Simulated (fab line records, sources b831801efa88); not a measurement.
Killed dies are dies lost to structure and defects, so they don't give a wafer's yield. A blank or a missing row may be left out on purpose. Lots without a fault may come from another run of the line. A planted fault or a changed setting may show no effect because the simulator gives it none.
fab line records | flow sky130
record lots=11 wafers=32 last_day=49
route steps=708 shown METAL4@600 CAP2M@604 PAD_OPEN@708
lots that met no fault: from a run of the same line without faults
start_h: hours from the record's first day to the start of the lot's first wafer shown | wait_h: hours since the lot's step before | " the same as in the row above | L1.1+2: a row that stands for several wafers | - no value, or no start given | * or withheld: withheld | < > ~ a bound
route shown NAME@n: a module of which the file shows steps, and the number in the route of the first | usual: mean/standard deviation of fault-free wafers | same: alike in all rows | chamber/n: place in a boat | sites: the reading at each site | _std_site: their standard deviation | _edge_site: outer sites' mean less inner sites' | radius_mm: how far each site lies from the wafer's centre | mask NAME#n: copy n | behind: the tool/chamber that last shaped the wafer | hold: why the lot was held/for how many hours/how that ended | device: the transistor (n, p or np) that didn't switch | end of line: the same wafers' tests at the end of the route | a step without rows: its recipe alone | killed: dies lost to structure and defects at the first sort, not the wafer's yield | map: a wafer's dies, x killed, . not, _ none there
set.NAME: the setting as run; set.NAME@STEP: as run at that earlier step | model.NAME: the simulator's own value behind a step, which no gauge read
steps of the route over a sample of lots; a table a step, a row a wafer
services: from which hour (start_h, from the record's first day; less than 0 if before it) a tool's chamber was out of use, for how many hours, and why
## steps
# step SKY_METAL4_SPUTTER_02
# recipe material=AlCu target_thk_nm=735 power_w=10600 time_s=39.1 chamber_pressure_pa=0.4
# usual cathode_dc_power_W=10600/2.1 chamber_pressure_pa=0.4000/0.0008 throttle_valve_pct=30.1/0.72
# columns lot.wafer tool chamber start_h wait_h cathode_dc_power_W chamber_pressure_pa throttle_valve_pct
L471.3 pvd_sputter-03 - 932.24 0.0 10602 0.3990 30.7
L471.5 " - " " 10596 0.4006 30.9
L471.6 " - " " 10598 0.3985 30.5
L472.1 pvd_sputter-03 - 950.70 0.0 10597 0.4008 30.5
L472.2 " - " " 10602 0.4003 30.7
L472.6 " - " " 10601 0.3996 30.5
L473.2 pvd_sputter-03 - 953.26 0.0 10598 0.4013 30.9
L473.4 " - " " 10603 0.3989 30.5
L473.6 " - " " 10601 0.3994 30.3
L474.3 pvd_sputter-03 - 981.76 0.0 10602 0.4005 30.5
L474.4 " - " " 10598 0.4006 30.1
L474.6 " - " " 10605 0.4002 30.4
L475.2 pvd_sputter-03 - 986.94 0.0 10599 0.4004 30.7
L475.3 " - " " 10600 0.4007 30.7
L475.5 " - " " 10598 0.4010 30.4
L481.3 pvd_sputter-02 - 1008.08 0.0 10598 0.3998 30.2
L481.4 " - " " 10598 0.3989 29.8
L481.6 " - " " 10599 0.4000 28.3
L480.1 pvd_sputter-01 - 1010.32 0.0 10599 0.3986 29.1
L480.2 " - " " 10599 0.4008 31.1
L480.5 " - " " 10600 0.4001 29.3
L482.1 pvd_sputter-03 - 1011.58 0.0 10597 0.3999 30.5
L482.4 " - " " 10598 0.3986 30.6
L482.6 " - " " 10600 0.3994 30.4
L483.1 pvd_sputter-03 - 1017.77 0.0 10598 0.4003 30.3
L483.3 " - " " 10599 0.4012 30.4
L483.6 " - " " 10600 0.4019 30.7
L486.1 pvd_sputter-03 - 1038.15 0.0 10601 0.3994 30.8
L486.5 " - " " 10600 0.3998 30.8
L487.1 pvd_sputter-03 - 1042.37 0.0 10600 0.4005 30.8
L487.5 " - " " 10600 0.4002 30.3
L487.6 " - " " 10597 0.3992 30.3
# step SKY_METAL4_SPUTTER_03
# recipe material=Ti target_thk_nm=5 power_w=3000 time_s=3.3 chamber_pressure_pa=0.4
# usual cathode_dc_power_W=2999.9/0.51 chamber_pressure_pa=0.4000/0.00084 throttle_valve_pct=30.2/0.74
# columns lot.wafer tool chamber start_h wait_h cathode_dc_power_W chamber_pressure_pa throttle_valve_pct
L471.3 pvd_sputter-03 - 932.28 0.0 2999.7 0.3992 30.8
L471.5 " - " " 2999.5 0.4017 30.8
L471.6 " - " " 3000.5 0.4003 30.9
L472.1 pvd_sputter-03 - 950.73 0.0 2999.5 0.4014 30.6
L472.2 " - " " 3000.0 0.3985 30.9
L472.6 " - " " 3000.5 0.4002 30.5
L473.2 pvd_sputter-03 - 953.30 0.0 3000.2 0.4014 30.6
L473.4 " - " " 3000.5 0.4006 30.4
L473.6 " - " " 2999.8 0.4011 30.4
L474.3 pvd_sputter-03 - 981.80 0.0 3000.7 0.4000 30.6
L474.4 " - " " 2999.8 0.3995 30.4
L474.6 " - " " 2999.5 0.3991 30.4
L475.2 pvd_sputter-03 - 986.98 0.0 2999.6 0.3999 30.6
L475.3 " - " " 3000.0 0.3996 30.8
L475.5 " - " " 2999.3 0.4003 30.5
L481.3 pvd_sputter-02 - 1008.12 0.0 3000.1 0.4002 30.2
L481.4 " - " " 3000.8 0.3990 30.0
L481.6 " - " " 3000.3 0.4006 28.5
L480.1 pvd_sputter-01 - 1010.36 0.0 3000.0 0.3994 28.8
L480.2 " - " " 2999.7 0.4010 30.9
L480.5 " - " " 3000.8 0.4007 29.8
L482.1 pvd_sputter-03 - 1011.61 0.0 3000.2 0.3993 30.8
L482.4 " - " " 3000.7 0.3990 30.8
L482.6 " - " " 2999.7 0.3994 30.2
L483.1 pvd_sputter-03 - 1017.81 0.0 2999.7 0.3997 30.0
L483.3 " - " " 3000.3 0.3999 30.8
L483.6 " - " " 3000.2 0.3998 30.8
L486.1 pvd_sputter-03 - 1038.19 0.0 2999.4 0.3990 30.6
L486.5 " - " " 2999.3 0.4006 30.3
L487.1 pvd_sputter-03 - 1042.41 0.0 3000.0 0.4002 30.9
L487.5 " - " " 2999.5 0.3999 30.4
L487.6 " - " " 3000.4 0.3982 30.0
# step SKY_CAP2M_THK_MEAS_01
# recipe reads=SiO2_of_CAP2M_CVD_00
# usual CAP2M_CVD_00_THK=15.46/0.25
# columns lot.wafer tool chamber start_h wait_h CAP2M_CVD_00_THK[nm]
L471.3 film_metro-01 - 932.38 - 15.51
L471.5 " - " " 16.01
L471.6 " - " " 15.92
L472.1 film_metro-02 - 950.82 - 15.13
L472.2 " - " " 15.01
L472.6 " - " " 15.02
L473.2 film_metro-02 - 953.39 - 15.67
L473.4 " - " " 15.66
L473.6 " - " " 15.70
L474.3 film_metro-03 - 981.91 - 15.40
L474.4 " - " " 15.52
L474.6 " - " " 15.48
L475.2 film_metro-03 - 987.08 - 15.18
L475.3 " - " " 15.17
L475.5 " - " " 15.52
L481.3 film_metro-01 - 1008.23 - 15.46
L481.4 " - " " 15.51
L481.6 " - " " 15.56
L480.1 film_metro-03 - 1010.46 - 15.30
L480.2 " - " " 15.11
L480.5 " - " " 15.46
L482.1 film_metro-02 - 1011.71 - 15.48
L482.4 " - " " 15.63
L482.6 " - " " 15.69
L483.1 film_metro-02 - 1017.90 - 15.26
L483.3 " - " " 15.25
L483.6 " - " " 15.58
L486.1 film_metro-02 - 1038.28 - 15.46
L486.5 " - " " 15.77
L487.1 film_metro-02 - 1042.49 - 15.45
L487.5 " - " " 15.66
L487.6 " - " " 15.83
# step SKY_METAL4_ETCH_17
# recipe target=SiO2 stop_on=TiN chemistry=C4F8/O2/Ar source_w=1500 bias_w=1200 pressure_mtorr=40 c4f8_flow_sccm=withheld O2_flow_sccm=6 Ar_flow_sccm=300 time_s=3.9 target_depth_a=150
# usual bias_w=1200/3.4 oes_product_au=0.754/0.008
# columns lot.wafer tool chamber start_h wait_h bias_w oes_product_au rf_hours_counter_h
L471.3 rie_diel-01 0 981.81 0.0 1202 0.762 8
L471.5 " 0 " " 1192 0.764 -
L471.6 " 1 " " 1199 0.763 -
L472.1 rie_diel-02 1 999.61 0.1 1196 0.753 13
L472.2 " 2 " " 1198 0.740 14
L472.6 " 0 " " 1202 0.743 -
L473.2 rie_diel-03 2 1001.83 0.1 1207 0.759 4
L473.4 " 1 " " 1196 0.761 6
L473.6 " 1 " " 1201 0.767 -
L474.3 rie_diel-02 0 1028.66 0.0 1197 0.750 27
L474.4 " 3 " " 1191 0.756 13
L474.6 " 2 " " 1201 0.762 -
L475.2 rie_diel-03 1 1033.03 0.1 1200 0.750 7
L475.3 " 2 " " 1202 0.743 5
L475.5 " 0 " " 1201 0.765 -
L481.3 rie_diel-03 1 1054.03 0.0 1198 0.746 7
L481.4 " 2 " " 1201 0.756 5
L481.6 " 3 " " 1195 0.757 -
L480.1 rie_diel-03 3 1055.88 0.1 1196 0.755 20
L480.2 " 0 " " 1198 0.749 18
L480.5 " 1 " " 1199 0.755 -
L482.1 rie_diel-03 1 1057.76 0.1 1195 0.757 7
L482.4 " 0 " " 1201 0.756 19
L482.6 " 1 " " 1201 0.755 -
L483.1 rie_diel-03 0 1063.26 0.1 1197 0.750 19
L483.3 " 1 " " 1195 0.744 7
L483.6 " 1 " " 1198 0.749 -
L486.1 rie_diel-02 3 1081.71 0.1 1199 0.749 14
L486.5 " 1 " " 1202 0.765 -
L487.1 rie_diel-03 1 1085.88 0.1 1197 0.753 8
L487.5 " 2 " " 1199 0.751 -
L487.6 " 1 " " 1196 0.769 -
# step SKY_METAL4_METAL_ETCH_18
# recipe target_depth_a=8450 stop_on=SiO2 over_etch_frac=0.3 time_s=183.1 chemistry=Cl2/BCl3 resist_sidewall_deg=88 pressure_mtorr=10 icp_w=900 bias_w=48.5 Cl2_flow_sccm=60 bcl3_flow_sccm=30
# usual bias_w=48.50/0.15 drypump_motor_current_A=5.98/0.3 oes_product_au=0.865/0.0063 throttle_valve_pct=22.264/0.0093
# columns lot.wafer tool chamber start_h wait_h bias_w drypump_motor_current_A oes_product_au rf_hours_counter_h throttle_valve_pct
L471.3 rie_metal-02 1 981.89 0.1 48.84 5.99 0.862 - 22.265
L471.5 " 0 " " 48.52 5.87 0.874 - 22.256
L471.6 " 1 " " 48.59 5.98 0.870 - 22.262
L472.1 rie_metal-01 1 999.63 0.0 48.56 6.04 0.865 16 22.256
L472.2 " 0 " " 48.27 6.19 0.869 8 22.258
L472.6 " 0 " " 48.27 6.18 0.868 - 22.266
L473.2 rie_metal-01 0 1001.84 0.0 48.67 6.21 0.862 8 22.262
L473.4 " 0 " " 48.67 6.21 0.871 - 22.273
L473.6 " 1 " " 48.36 6.05 0.866 - 22.255
L474.3 rie_metal-04 1 1028.74 0.1 48.63 6.34 0.866 - 22.247
L474.4 " 0 " " 48.64 5.42 0.862 - 22.263
L474.6 " 1 " " 48.74 6.31 0.855 - 22.273
L475.2 rie_metal-04 1 1033.05 0.0 48.21 6.35 0.865 13 22.264
L475.3 " 1 " " 48.41 6.33 0.870 - 22.264
L475.5 " 0 " " 48.54 5.41 0.868 - 22.268
L481.3 rie_metal-01 0 1054.10 0.1 48.46 6.19 0.862 - 22.258
L481.4 " 1 " " 48.50 6.03 0.871 - 22.249
L481.6 " 1 " " 48.49 6.01 0.859 - 22.254
L480.1 rie_metal-02 1 1055.90 0.0 48.55 5.96 0.858 17 22.268
L480.2 " 0 " " 48.47 5.89 0.868 8 22.279
L480.5 " 1 " " 48.66 5.92 0.864 - 22.246
L482.1 rie_metal-04 0 1057.78 0.0 48.52 5.38 0.869 13 22.264
L482.4 " 1 " " 48.51 6.37 0.863 - 22.259
L482.6 " 0 " " 48.55 5.38 0.860 - 22.270
L483.1 rie_metal-01 0 1063.28 0.0 48.35 6.21 0.874 12 22.249
L483.3 " 0 " " 48.43 6.22 0.873 - 22.254
L483.6 " 0 " " 48.46 6.22 0.869 - 22.255
L486.1 rie_metal-01 1 1081.73 0.0 48.40 6.04 0.926 22 22.269
L486.5 " 0 " " 48.57 6.21 0.868 - 22.244
L487.1 rie_metal-01 0 1085.90 0.0 48.73 6.20 0.924 14 22.274
L487.5 " 0 " " 48.18 6.20 0.869 - 22.262
L487.6 " 1 " " 48.19 6.06 0.869 - 22.263
# step SKY_PAD_OPEN_PROBE_99
# usual defect_limited_yield=82.2/1.9 killed_at_M0_to_M3=43/6.5 killed_at_M4_up=3.5/1.9 killed_at_contacts=24/5.4 killed_at_front_end=16/4.8 killed_at_other=0.4/0.64 killed_dies=87/9.4 killed_open=47/7 killed_short=40/6.3 sort_bin_3_pad_short=0.9/0.4 sort_bin_5_function=10.5/1.4 sort_bin_6_memory=6.3/1.1 sort_n_pass=405/9.4 sort_yield_pct=82.2/1.9
# same gross_dies=492 killed_at_back_side=0 sort_bin_4_leakage[%]=0 sort_bin_8_speed[%]=0
# columns lot.wafer tool chamber start_h wait_h defect_limited_yield[%] killed_at_M0_to_M3 killed_at_M4_up killed_at_contacts killed_at_front_end killed_at_other killed_dies killed_open killed_short sort_bin_3_pad_short[%] sort_bin_5_function[%] sort_bin_6_memory[%] sort_n_pass sort_yield_pct[%]
L481.6 prober-01 - 1142.06 0.2 82.7 39 2 31 12 1 85 48 36 0.2 10.8 6.3 407 82.7
L482.1 prober-02 - 1144.61 0.1 85.0 38 4 20 11 1 74 44 29 0.6 8.3 6.1 418 85.0
L482.4 prober-02 - 1144.76 0.2 87.6 35 0 17 8 1 61 33 27 0.8 7.7 3.9 431 87.6
L482.6 prober-02 - 1144.86 0.2 84.8 43 6 18 8 0 75 45 30 0.4 9.3 5.5 417 84.8
L483.1 prober-01 - 1149.16 0.1 82.7 44 0 22 19 0 85 51 34 1.2 9.3 6.7 407 82.7
L483.3 prober-01 - 1149.26 0.2 82.3 43 2 24 17 1 87 38 49 1.0 10.8 5.9 405 82.3
L483.6 prober-01 - 1149.41 0.2 81.3 48 3 26 15 0 92 48 44 1.4 9.1 8.1 400 81.3
L486.1 prober-02 - 1165.10 0.1 78.7 47 6 31 21 0 105 62 43 0.6 12.8 7.9 387 78.7
L486.5 prober-02 - 1165.30 0.2 83.9 37 5 22 15 0 79 45 34 0.6 10.0 5.5 413 83.9
L487.1 prober-01 - 1168.31 0.1 81.5 56 6 19 9 1 91 43 47 1.0 11.8 5.7 401 81.5
L487.5 prober-01 - 1168.51 0.2 82.3 43 5 23 15 1 87 49 38 0.8 10.0 6.9 405 82.3
L487.6 prober-01 - 1168.56 0.2 82.7 49 3 20 13 0 85 45 40 0.8 11.8 4.7 407 82.7
# killed by level:class
L481.6 VIA1:geometric_particle:open=10 LI_CONTACT:geometric_particle:open=8 LOCAL_INTERCONNECT:geometric_particle:short=8 CONTACT:geometric_particle:open=7 VIA3:geometric_particle:open=6 VIA1:geometric_particle:short=5 FIELD_ISO:geometric_particle:short=4 FIELD_ISO:geometric_particle:open=4
L482.1 VIA1:geometric_particle:open=13 CONTACT:geometric_particle:open=9 VIA3:geometric_particle:open=6 METAL1:geometric_particle:short=5 CONTACT:geometric_particle:short=5 POLY_GATE:geometric_particle:open=4 POLY_GATE:geometric_particle:short=4 LI_CONTACT:geometric_particle:open=4
L482.4 CONTACT:geometric_particle:open=7 VIA3:geometric_particle:open=7 LI_CONTACT:geometric_particle:open=5 VIA1:geometric_particle:open=5 VIA2:geometric_particle:open=5 METAL3:geometric_particle:short=4 METAL2:geometric_particle:short=4 FIELD_ISO:geometric_particle:short=3
L482.6 LI_CONTACT:geometric_particle:open=10 VIA1:geometric_particle:open=10 VIA2:geometric_particle:open=6 METAL3:geometric_particle:short=5 VIA3:geometric_particle:open=5 POLY_GATE:geometric_particle:short=3 CONTACT:geometric_particle:open=3 METAL1:geometric_particle:short=3
L483.1 VIA1:geometric_particle:open=12 CONTACT:geometric_particle:open=8 VIA3:geometric_particle:open=7 METAL1:geometric_particle:short=6 LI_CONTACT:geometric_particle:open=5 VIA2:geometric_particle:open=5 FIELD_ISO:geometric_particle:open=4 FIELD_ISO:geometric_particle:short=4
L483.3 METAL1:geometric_particle:short=11 CONTACT:geometric_particle:open=9 VIA1:geometric_particle:open=8 METAL2:geometric_particle:short=5 FIELD_ISO:geometric_particle:open=4 POLY_GATE:geometric_particle:open=4 POLY_GATE:geometric_particle:short=4 LI_CONTACT:geometric_particle:open=4
L483.6 METAL1:geometric_particle:short=11 VIA1:geometric_particle:open=11 CONTACT:geometric_particle:open=10 METAL2:geometric_particle:short=6 VIA2:geometric_particle:open=6 FIELD_ISO:geometric_particle:short=4 POLY_GATE:geometric_particle:open=4 LI_CONTACT:geometric_particle:open=4
L486.1 VIA1:geometric_particle:open=14 CONTACT:geometric_particle:open=11 LI_CONTACT:geometric_particle:open=9 FIELD_ISO:geometric_particle:open=7 VIA3:geometric_particle:open=7 FIELD_ISO:geometric_particle:short=6 CONTACT:geometric_particle:short=6 VIA1:geometric_particle:short=5
L486.5 CONTACT:geometric_particle:open=8 VIA1:geometric_particle:open=8 VIA2:geometric_particle:open=6 VIA3:geometric_particle:open=6 POLY_GATE:geometric_particle:open=5 CONTACT:geometric_particle:short=5 VIA2:geometric_particle:short=4 METAL4:geometric_particle:short=4
L487.1 METAL2:geometric_particle:short=13 VIA1:geometric_particle:open=9 LI_CONTACT:geometric_particle:open=7 CONTACT:geometric_particle:open=7 VIA2:geometric_particle:short=7 VIA2:geometric_particle:open=6 METAL1:geometric_particle:short=5 METAL1:geometric_particle:open=4
L487.5 VIA1:geometric_particle:open=8 CONTACT:geometric_particle:open=7 VIA3:geometric_particle:open=7 FIELD_ISO:geometric_particle:open=6 LI_CONTACT:geometric_particle:open=6 VIA2:geometric_particle:open=6 METAL2:geometric_particle:short=6 LOCAL_INTERCONNECT:geometric_particle:short=5
L487.6 VIA1:geometric_particle:open=10 METAL2:geometric_particle:short=8 LI_CONTACT:geometric_particle:open=7 CONTACT:geometric_particle:open=7 VIA3:geometric_particle:open=7 FIELD_ISO:geometric_particle:short=6 VIA2:geometric_particle:open=6 POLY_GATE:geometric_particle:short=5
## services
# columns tool chamber start_h hours kind
rie_diel-02 3 911.97 2.5 repair
rie_metal-01 1 916.12 7.5 repair
rie_diel-02 - 930.16 0.3 repair
pvd_sputter-03 - 943.03 1.7 repair
rie_diel-01 - 961.77 0.5 repair
rie_metal-02 1 969.27 1.8 repair
rie_metal-01 0 975.50 15.0 repair
rie_metal-01 - 981.97 2.8 pm
pvd_sputter-02 - 982.11 11.9 repair
pvd_sputter-03 - 994.44 5.8 repair
pvd_sputter-03 - 995.29 14.7 repair
rie_diel-03 - 995.79 3.9 repair
rie_metal-04 - 1003.65 1.4 pm
rie_diel-02 1 1032.82 2.0 repair
rie_diel-03 2 1039.05 7.4 repair
rie_diel-02 - 1051.81 14.6 pm
rie_diel-02 1 1082.31 1.5 repair
pvd_sputter-02 - 1084.25 1.9 repair
## key
first_sign step=SKY_METAL4_METAL_ETCH_18 reading=oes_product_au direction=up sigmas=9.6 usual=0.865 struck=0.925
effect none on later readings
met_at SKY_METAL4_SPUTTER_02
struck_lots L486,L487
struck_wafers L486.1,L487.1
not_acting_at SKY_METAL4_SPUTTER_03,SKY_CAP2M_THK_MEAS_01,SKY_METAL4_ETCH_17
onset_between 1017.77 1038.15
fault kind=process_parameter_drift tool=pvd_sputter-03 chamber=- onset_h=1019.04 steps=SKY_METAL4_SPUTTER_02 channel=time_s offset=* shape=step end_h=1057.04 scope=struck_wafers_only acts_in=* stated=*
